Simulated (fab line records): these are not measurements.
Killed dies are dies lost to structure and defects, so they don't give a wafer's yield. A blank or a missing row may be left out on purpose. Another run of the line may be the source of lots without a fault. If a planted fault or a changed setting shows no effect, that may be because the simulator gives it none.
Which of the tools did it? -- flow sky130 -- 18 wafers sampled from 6 lots at 1 step of a route of 708

## WHAT EACH GAUGE READ, for each wafer
SKY_LOCAL_INTERCONNECT_RS_MEAS_01: uses a four-point probe to measure.
lot,measured,on,LOCAL_INTERCONNECT_TIN_RS (ohm/sq)
L364,day 29 23:52,filmMetro-02,14.73 14.74 14.60
L366,day 31 12:50,filmMetro-04,14.47 14.55 14.66
L370,day 31 22:35,filmMetro-02,14.60 14.57 14.55
L377,day 34 05:52,filmMetro-02,14.61 14.63 14.57
L380,day 34 20:32,filmMetro-04,14.45 14.42 14.56
L383,day 36 00:34,filmMetro-01,14.26 14.43 14.36

## TOOL THAT RAN EACH LOT (tool first, then ch and the chambers of the sampled wafers, then the start)
No process step before these readings appears in the record.

## THE ANSWER, worked out from the rows above alone
Rule: usual is defined by the lots themselves. The widest of any qualifying gaps counts: lots, ordered by their means at a reading, are off when they make up no more than a third of the lots, leave a main group of 4 or more, and stand apart from it by 3 or more times the standard deviation of that group's means. Not used: any main group whose means are identical at the precision the tables above print for the reading. A lot without any number at a reading at which 4 lots or more have one is off too. All remaining lots with rows at the step are treated as sound.
None of the lots is off at any reading shown; this tells nothing.

## WHAT THE SIMULATOR HAD PUT IN
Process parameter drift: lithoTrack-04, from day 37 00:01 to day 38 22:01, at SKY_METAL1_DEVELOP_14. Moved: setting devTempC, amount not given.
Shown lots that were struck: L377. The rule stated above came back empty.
